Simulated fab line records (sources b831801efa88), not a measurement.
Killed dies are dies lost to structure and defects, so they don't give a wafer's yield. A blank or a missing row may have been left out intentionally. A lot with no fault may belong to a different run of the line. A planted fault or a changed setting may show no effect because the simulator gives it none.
fab line records	flow sky130
record lots=5	wafers=15	last-day=50
route steps=708 shown POLY_GATE@219 PAD_OPEN@708
lots that met no fault: from a run of the same line without faults
start-h: hours from the record's first day to the start of the lot's first wafer shown	wait-h: time in hours since the lot's previous step	" unchanged from the row above	L1.1+2: several wafers, shown together as one row	- no value, or no start was given	* or withheld: withheld	< > ~ a bound
route shown NAME@n: NAME is a module with steps in the file, n the number in the route of the first one	usual: mean/standard deviation of fault-free wafers	same: alike in all rows	chamber/n: place in a boat	sites: each site's reading	_std_site: standard deviation across them	_edge_site: inner sites' mean taken away from outer sites' mean	radius-mm: for every site, how far away it sits from the centre of the wafer	mask NAME#n: copy n	behind: the tool/chamber that last shaped the wafer	hold: why the lot went on hold/how many hours it stayed there/how the hold came to an end	device: whichever transistor did not switch (one of n, p or np)	end of line: the tests these same wafers got at the end of their route	a step given without rows: its recipe and nothing more	killed: count of dies lost to structure and defects at first sort (not the wafer's yield)	map: per-die view of a wafer (x killed, . not killed, _ where there is no die)
set.NAME: the setting that was run; set.NAME@STEP: the one run at that earlier step	model.NAME: the simulator's own value behind a step, which no gauge read
lots at some steps of the route; a table a step, a row a wafer
services: a tool's chamber out of use, with start hour (start-h, from the record's first day; less than 0 if before it), hours out, and reason
## steps
# step SKY_POLY_GATE_DEHYDRATE_05
# recipe temp-c=200	time-s=60
# step SKY_POLY_GATE_HMDS_06
# recipe prime-time-s=60	prime-temp-c=120
# step SKY_POLY_GATE_COAT_07
# recipe resist=BARC	temp-c=withheld	time-s=withheld	spin-rpm=3000	resist-thk-nm=110
# step SKY_POLY_GATE_COAT_08
# recipe resist=KrF-thick	spin-rpm=3000	resist-thk-nm=450
# step SKY_POLY_GATE_SOFTBAKE_09
# recipe temp-c=100	time-s=90	resist=KrF-thick
# step SKY_POLY_GATE_EXPOSE_10
# recipe mask-id=P1M	na=0.68	source-shape=conventional	sigma-outer=0.6	target-cd-nm=150	dose-mj=28
# step SKY_POLY_GATE_PEB_11
# recipe peb-temp-c=withheld	peb-time-s=withheld	resist=KrF-thick
# step SKY_POLY_GATE_DEVELOP_12
# recipe develop-time-s=60	resist=KrF-thick	dev-temp-c=19.86
# step SKY_POLY_GATE_CD_MEAS_13
# recipe target-cd-nm=150
# usual cd-nm=150.2/1.4
lot.wafer	tool	chamber	start-h	wait-h	cd-nm
L201.3	cd-sem-01	-	417.43	-	150.1
L201.4	"	-	"	"	147.6
L201.6	"	-	"	"	149.5
L204.1	cd-sem-02	-	447.50	-	148.0
L204.3	"	-	"	"	148.8
L204.4	"	-	"	"	148.7
L214.1	cd-sem-02	-	528.99	-	150.3
L214.2	"	-	"	"	149.8
L214.6	"	-	"	"	149.8
L215.1	cd-sem-01	-	538.99	-	150.3
L215.4	"	-	"	"	149.8
L215.5	"	-	"	"	150.1
L217.1	cd-sem-01	-	557.04	-	151.1
L217.2	"	-	"	"	151.6
L217.3	"	-	"	"	152.0
# step SKY_POLY_GATE_OVL_MEAS_14
# usual POLY_GATE_OVL=-1/5.2
lot.wafer	tool	chamber	start-h	wait-h	POLY_GATE_OVL[nm]
L201.3	overlay-01	-	417.52	0.1	-1
L201.4	"	-	"	"	-4
L201.6	"	-	"	"	-4
L204.1	overlay-01	-	447.62	0.1	-9
L204.3	"	-	"	"	-9
L204.4	"	-	"	"	-10
L214.1	overlay-02	-	529.11	0.1	1
L214.2	"	-	"	"	6
L214.6	"	-	"	"	2
L215.1	overlay-02	-	539.11	0.1	-4
L215.4	"	-	"	"	-3
L215.5	"	-	"	"	-7
L217.1	overlay-01	-	557.16	0.1	0
L217.2	"	-	"	"	-6
L217.3	"	-	"	"	-9
# step SKY_POLY_GATE_ETCH_15
# recipe chemistry=N2/H2	target=BARC	ion-energy-ev=200	source-w=500	bias-w=100	pressure-mtorr=30	n2-flow-sccm=100	h2-flow-sccm=200	stop-on=SiO2	time-s=118.5	target-depth-a=1100
# usual drypump-motor-current-A=5.8/0.35	oes-product-au=0.716/0.0047	run-length-s=146.5/0.33	throttle-valve-pct=13.213/0.0095
lot.wafer	tool	chamber	start-h	wait-h	drypump-motor-current-A	oes-product-au	rf-hours-counter-h	run-length-s	throttle-valve-pct
L201.3	rie-diel-02	1	417.54	0.0	6.1	0.712	6	146.7	13.210
L201.4	"	2	"	"	5.5	0.712	-	146.3	13.216
L201.6	"	1	"	"	6.1	0.723	-	146.8	13.220
L204.1	rie-diel-01	1	447.66	0.0	5.4	0.703	4	146.2	13.200
L204.3	"	3	"	"	6.1	0.713	25	146.8	13.219
L204.4	"	0	"	"	5.7	0.718	3	146.3	13.212
L214.1	rie-diel-03	2	529.15	0.0	6.3	0.714	10	146.4	13.204
L214.2	"	3	"	"	6.4	0.716	7	146.5	13.216
L214.6	"	2	"	"	6.3	0.716	-	146.2	13.208
L215.1	rie-diel-01	0	539.15	0.0	5.7	0.713	5	146.2	13.209
L215.4	"	2	"	"	5.9	0.707	17	146.1	13.230
L215.5	"	0	"	"	5.7	0.717	-	146.4	13.197
L217.1	rie-diel-01	0	557.20	0.0	5.7	0.716	5	146.5	13.198
L217.2	"	1	"	"	5.5	0.711	7	146.6	13.217
L217.3	"	2	"	"	5.9	0.719	18	146.2	13.205
# step SKY_POLY_GATE_ETCH_16
# recipe stop-on=poly-Si	chemistry=CH3F/O2	target=Si3N4	source-w=400	bias-w=80	pressure-mtorr=25	ch3f-flow-sccm=40	O2_flow_sccm=30	time-s=147.5	target-depth-a=750
# usual drypump-motor-current-A=5.8/0.35	oes-product-au=0.642/0.0048	run-length-s=175.6/0.34	throttle-valve-pct=10.535/0.0088
lot.wafer	tool	chamber	start-h	wait-h	drypump-motor-current-A	oes-product-au	rf-hours-counter-h	run-length-s	throttle-valve-pct
L201.3	rie-diel-02	1	417.63	0.0	6.1	0.640	6	175.6	10.524
L201.4	"	2	"	"	5.4	0.634	-	175.2	10.556
L201.6	"	1	"	"	6.1	0.649	-	175.8	10.523
L204.1	rie-diel-01	1	447.74	0.0	5.5	0.644	4	175.4	10.542
L204.3	"	3	"	"	6.1	0.649	25	175.6	10.527
L204.4	"	0	"	"	5.7	0.643	3	175.2	10.547
L214.1	rie-diel-03	2	529.23	0.0	6.2	0.648	10	175.5	10.528
L214.2	"	3	"	"	6.4	0.641	7	175.8	10.538
L214.6	"	2	"	"	6.2	0.642	-	175.3	10.523
L215.1	rie-diel-01	0	539.23	0.0	5.7	0.646	5	175.6	10.534
L215.4	"	2	"	"	5.9	0.647	17	175.4	10.535
L215.5	"	0	"	"	5.7	0.637	-	175.7	10.539
L217.1	rie-diel-01	0	557.28	0.0	5.7	0.642	5	175.5	10.530
L217.2	"	1	"	"	5.5	0.637	7	175.5	10.538
L217.3	"	2	"	"	5.9	0.636	18	175.1	10.528
# step SKY_POLY_GATE_ETCH_17
# recipe target-depth-nm=180	stop-on=SiO2	over-etch-frac=0.56667	chemistry=HBr/Cl2	target=poly-Si	icp-w=400	bias-w=100	pressure-mtorr=10	HBr_flow_sccm=150	Cl2_flow_sccm=50	time-s=70.5
# usual drypump-motor-current-A=5.6/0.52	mfc-cl2-sccm=50.00/0.17	oes-product-au=0.988/0.0071	run-length-s=98.9/0.46	throttle-valve-pct=33.683/0.0078
lot.wafer	tool	chamber	start-h	wait-h	drypump-motor-current-A	mfc-cl2-sccm	oes-product-au	rf-hours-counter-h	run-length-s	throttle-valve-pct	model.KrF-thick_of_POLY_GATE_COAT_08.thk-nm	model.SiO2_of_SONOS_ONO_CVD_04.thk-nm
L201.3	rie-si-02	2	417.72	0.0	4.9	50.07	1.001	25	98.2	33.687	138.7	3.575
L201.4	"	0	"	"	6.2	50.05	0.985	1	98.6	33.687	143.2	3.533
L201.6	"	2	"	"	4.9	50.23	0.997	-	98.5	33.687	139.2	3.561
L204.1	rie-si-01	0	447.84	0.0	5.2	50.16	0.996	1	98.5	33.686	139	3.716
L204.3	"	1	"	"	5.9	50.16	0.995	25	99.6	33.685	136.7	3.686
L204.4	"	3	"	"	5.6	50.00	0.998	-	98.9	33.701	138.1	3.687
L214.1	rie-si-01	3	529.33	0.0	5.6	50.20	0.889	26	111.6	33.692	125.9	3.093
L214.2	"	0	"	"	5.2	49.88	0.983	1	98.6	33.679	140.9	3.653
L214.6	"	0	"	"	5.2	49.72	0.983	-	98.9	33.670	142.8	3.752
L215.1	rie-si-02	2	539.33	0.0	4.9	50.06	0.984	25	98.1	33.688	138.8	3.537
L215.4	"	2	"	"	4.9	50.03	0.979	-	98.5	33.683	135.5	3.633
L215.5	"	0	"	"	6.2	49.92	0.981	-	98.9	33.691	141.6	3.565
L217.1	rie-si-02	2	557.38	0.0	4.9	49.95	0.979	25	98.3	33.687	141.6	3.67
L217.2	"	3	"	"	5.4	49.77	0.985	2	99.0	33.698	140.1	3.65
L217.3	"	0	"	"	6.1	50.11	0.976	2	98.9	33.683	139.7	3.652
# step SKY_POLY_GATE_STRIP_18
# recipe chemistry=O2/N2	power-w=1400	pressure-mtorr=1500	platen-temp-c=withheld	o2-flow-sccm=3000	n2-flow-sccm=300	overash-fraction=0.5
# usual drypump-motor-current-A=5.6/0.34	oes-product-au=0.361/0.0045	strip-time-to-endpoint-s=3.161/0.028
lot.wafer	tool	chamber	start-h	wait-h	drypump-motor-current-A	oes-product-au	rf-hours-counter-h	strip-time-to-endpoint-s
L201.3	plasma-asher-01	0	417.81	0.1	5.1	0.365	-	3.148
L201.4	"	1	"	"	5.2	0.369	-	3.207
L201.6	"	1	"	"	5.1	0.364	-	3.163
L204.1	plasma-asher-02	1	447.89	0.0	6.2	0.361	1	3.149
L204.3	"	0	"	"	5.7	0.361	-	3.120
L204.4	"	1	"	"	6.1	0.360	-	3.150
L214.1	plasma-asher-02	0	529.38	0.0	5.7	0.346	10	2.999
L214.2	"	1	"	"	6.1	0.376	10	3.167
L214.6	"	0	"	"	5.7	0.374	-	3.184
L215.1	plasma-asher-04	1	539.38	0.0	5.6	0.365	88	3.156
L215.4	"	1	"	"	5.6	0.354	-	3.116
L215.5	"	1	"	"	5.6	0.355	-	3.191
L217.1	plasma-asher-01	1	557.43	0.0	5.2	0.362	71	3.156
L217.2	"	0	"	"	5.1	0.372	71	3.170
L217.3	"	0	"	"	5.1	0.364	-	3.147
# step SKY_POLY_GATE_CLEAN_19
# recipe chemistry=SC1/SC2	mix=1:4:20	temp-c=70	time-s=150	dry=n2-spin
# step SKY_PAD_OPEN_PROBE_99
# usual killed_at_M0_to_M3=43/7.7	killed_at_M4_up=3.0/1.7	killed-at-contacts=24/5.2	killed-at-front-end=15/4.5	killed-at-other=0.3/0.5	killed-dies=85/9.5	killed-open=47/6.6	killed-short=38/6.6
# same gross-dies=492	killed-at-back-side=0
lot.wafer	tool	chamber	start-h	wait-h	killed_at_M0_to_M3	killed_at_M4_up	killed-at-contacts	killed-at-front-end	killed-at-other	killed-dies	killed-open	killed-short	model.etest.tip-sonos.rs-ohm-sq	model.etest.tip-n.rs-ohm-sq
L201.3	prober-01	-	1111.49	0.2	34	5	24	20	1	84	48	36	2706	438.5
L201.4	prober-01	-	1111.54	0.2	39	1	27	19	0	86	49	37	2708	440.1
L201.6	prober-01	-	1111.64	0.2	40	4	27	22	0	93	57	36	2714	438.8
L204.1	prober-02	-	1128.25	0.1	49	3	24	14	1	91	58	33	2659	445.4
L204.3	prober-02	-	1128.35	0.2	40	4	20	16	0	80	45	35	2632	445.2
L204.4	prober-02	-	1128.40	0.2	43	5	18	17	0	83	50	33	2614	447.8
L214.1	prober-01	-	1176.29	0.1	64	4	24	14	0	106	59	47	2540	439.4
L214.2	prober-01	-	1176.34	0.1	41	5	35	16	0	97	50	47	2660	442.7
L214.6	prober-01	-	1176.54	0.2	42	1	7	20	0	70	37	33	2648	443.6
L215.1	prober-01	-	1182.93	0.1	43	2	26	16	1	88	48	40	2724	444.4
L215.4	prober-01	-	1183.08	0.2	47	1	28	22	0	98	42	56	2690	445.1
L215.5	prober-01	-	1183.13	0.2	50	5	20	11	0	86	41	45	2709	438.2
L217.1	prober-01	-	1193.04	0.1	38	6	26	15	0	85	42	43	2584	443.8
L217.2	prober-01	-	1193.09	0.1	27	1	26	6	0	60	44	16	2566	442.3
L217.3	prober-01	-	1193.14	0.2	38	4	23	10	0	75	42	33	2599	441.8
# killed by level:class
L201.3 VIA1:geometric-particle:open=12 CONTACT:geometric-particle:open=9 LI_CONTACT:geometric-particle:open=7 VIA2:geometric-particle:open=6 POLY_GATE:geometric-particle:open=5 FIELD_ISO:geometric-particle:short=4 POLY_GATE:geometric-particle:short=4 METAL2:geometric-particle:short=4
L201.4 LI_CONTACT:geometric-particle:open=13 VIA2:geometric-particle:open=11 FIELD_ISO:geometric-particle:short=7 CONTACT:geometric-particle:open=6 METAL1:geometric-particle:short=5 LOCAL_INTERCONNECT:geometric-particle:short=5 VIA1:geometric-particle:open=4 VIA3:geometric-particle:short=4
L201.6 LI_CONTACT:geometric-particle:open=10 VIA3:geometric-particle:open=10 VIA2:geometric-particle:open=9 FIELD_ISO:geometric-particle:open=7 VIA1:geometric-particle:open=7 CONTACT:geometric-particle:open=6 LI_CONTACT:geometric-particle:short=4 CONTACT:geometric-particle:short=4
L204.1 CONTACT:geometric-particle:open=11 VIA3:geometric-particle:open=11 VIA1:geometric-particle:open=10 VIA2:geometric-particle:open=8 LI_CONTACT:geometric-particle:open=7 FIELD_ISO:geometric-particle:short=5 VIA1:geometric-particle:short=5 METAL1:geometric-particle:short=4
L204.3 VIA1:geometric-particle:open=9 POLY_GATE:geometric-particle:open=6 LI_CONTACT:geometric-particle:open=6 CONTACT:geometric-particle:open=6 VIA2:geometric-particle:open=5 VIA3:geometric-particle:short=5 METAL1:geometric-particle:short=4 METAL2:geometric-particle:short=4
L204.4 VIA1:geometric-particle:open=13 VIA2:geometric-particle:open=10 CONTACT:geometric-particle:open=7 POLY_GATE:geometric-particle:short=5 METAL1:geometric-particle:short=5 VIA3:geometric-particle:open=5 FIELD_ISO:geometric-particle:short=4 METAL2:geometric-particle:short=4
L214.1 VIA1:geometric-particle:open=18 VIA3:geometric-particle:open=10 VIA2:geometric-particle:open=9 METAL1:geometric-particle:short=8 CONTACT:geometric-particle:open=6 CONTACT:geometric-particle:short=6 VIA1:geometric-particle:short=6 LI_CONTACT:geometric-particle:open=5
L214.2 CONTACT:geometric-particle:open=13 METAL1:geometric-particle:short=8 CONTACT:geometric-particle:short=8 METAL2:geometric-particle:short=7 VIA1:geometric-particle:open=7 POLY_GATE:geometric-particle:open=6 VIA2:geometric-particle:open=6 POLY_GATE:geometric-particle:short=5
L214.6 VIA1:geometric-particle:open=15 FIELD_ISO:geometric-particle:short=8 FIELD_ISO:geometric-particle:open=7 METAL2:geometric-particle:short=6 VIA2:geometric-particle:open=6 VIA1:geometric-particle:short=3 METAL1:geometric-particle:short=3 VIA2:geometric-particle:short=3
L215.1 VIA3:geometric-particle:open=11 LI_CONTACT:geometric-particle:open=7 FIELD_ISO:geometric-particle:open=6 LOCAL_INTERCONNECT:geometric-particle:short=5 METAL1:geometric-particle:short=5 VIA1:geometric-particle:short=5 VIA2:geometric-particle:open=5 POLY_GATE:geometric-particle:open=4
L215.4 VIA1:geometric-particle:open=16 CONTACT:geometric-particle:open=9 METAL2:geometric-particle:short=9 METAL1:geometric-particle:short=8 FIELD_ISO:geometric-particle:short=7 LI_CONTACT:geometric-particle:short=6 LOCAL_INTERCONNECT:geometric-particle:short=6 FIELD_ISO:geometric-particle:open=5
L215.5 METAL2:geometric-particle:short=10 VIA2:geometric-particle:open=9 VIA1:geometric-particle:open=8 CONTACT:geometric-particle:open=7 LOCAL_INTERCONNECT:geometric-particle:short=6 VIA3:geometric-particle:open=5 POLY_GATE:geometric-particle:short=4 CONTACT:geometric-particle:short=4
L217.1 CONTACT:geometric-particle:open=11 VIA1:geometric-particle:open=9 METAL2:geometric-particle:short=7 LI_CONTACT:geometric-particle:open=6 FIELD_ISO:geometric-particle:open=5 VIA3:geometric-particle:open=5 METAL4:geometric-particle:short=5 METAL1:geometric-particle:short=4
L217.2 CONTACT:geometric-particle:open=11 LI_CONTACT:geometric-particle:open=9 VIA3:geometric-particle:open=8 VIA1:geometric-particle:open=6 LI_CONTACT:geometric-particle:short=4 VIA2:geometric-particle:short=4 POLY_GATE:geometric-particle:open=3 METAL3:geometric-particle:short=3
L217.3 VIA3:geometric-particle:open=10 VIA1:geometric-particle:open=7 LOCAL_INTERCONNECT:geometric-particle:short=6 METAL2:geometric-particle:short=6 LI_CONTACT:geometric-particle:open=5 CONTACT:geometric-particle:open=5 VIA1:geometric-particle:short=4 VIA2:geometric-particle:open=4
## services
tool	chamber	start-h	hours	kind
rie-diel-02	0	398.48	6.4	repair
rie-diel-03	1	399.41	1.3	repair
rie-diel-02	0	404.93	-	clean
rie-diel-02	0	404.93	16.0	scheduled-down
rie-diel-03	1	407.27	13.8	repair
plasma-asher-02	-	412.60	1.0	repair
plasma-asher-04	-	416.76	3.5	repair
plasma-asher-02	-	421.30	9.0	pm
rie-si-01	2	446.11	4.3	repair
rie-diel-01	0	449.45	10.3	repair
rie-si-02	-	470.16	2.8	pm
plasma-asher-01	-	474.35	0.6	repair
rie-diel-03	0	489.06	6.6	repair
rie-si-01	2	491.41	5.6	repair
rie-si-01	-	506.39	2.8	pm
rie-diel-03	3	508.07	10.1	repair
rie-si-02	1	536.84	4.1	repair
rie-si-01	2	538.69	1.2	repair
rie-si-02	1	540.94	-	clean
rie-si-02	1	540.94	15.7	scheduled-down
rie-si-02	1	540.94	15.7	vent-cycle
rie-diel-03	1	544.94	19.5	repair
rie-diel-02	3	544.99	19.0	repair
rie-si-01	3	552.26	5.5	repair
## key
first-sign step=SKY_POLY_GATE_ETCH_17	reading=run-length-s	direction=up	sigmas=28	usual=*	struck=*
effect step=SKY_POLY_GATE_ETCH_17	reading=oes-product-au	direction=down	sigmas=14	usual=0.988	struck=0.889
effect step=SKY_POLY_GATE_STRIP_18	reading=strip-time-to-endpoint-s	direction=down	sigmas=5.8	usual=*	struck=*
model-effect step=SKY_POLY_GATE_ETCH_17	value=KrF-thick_of_POLY_GATE_COAT_08.thk-nm	without=142.1	struck=125.9
model-effect step=SKY_PAD_OPEN_PROBE_99	value=etest.tip-sonos.rs-ohm-sq	without=2681	struck=2540
met-at SKY_POLY_GATE_ETCH_17
struck-wafers L214.1
tester-left-out L214
onset-between 447.84 529.33
fault kind=process-parameter-drift	tool=rie-si-01	chamber=3	onset-h=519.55	steps=SKY_POLY_GATE_ETCH_17	channel=time-s	offset=*	shape=step	end-h=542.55	acts-in=*	stated=*
# tester-left-out: of these lots the tester's yield and bins aren't shown, on N5 and GAA mostly nor the transistor test; their killed dies are dies lost to structure and defects alone, not to doping, threshold or leakage, so they don't give the yield
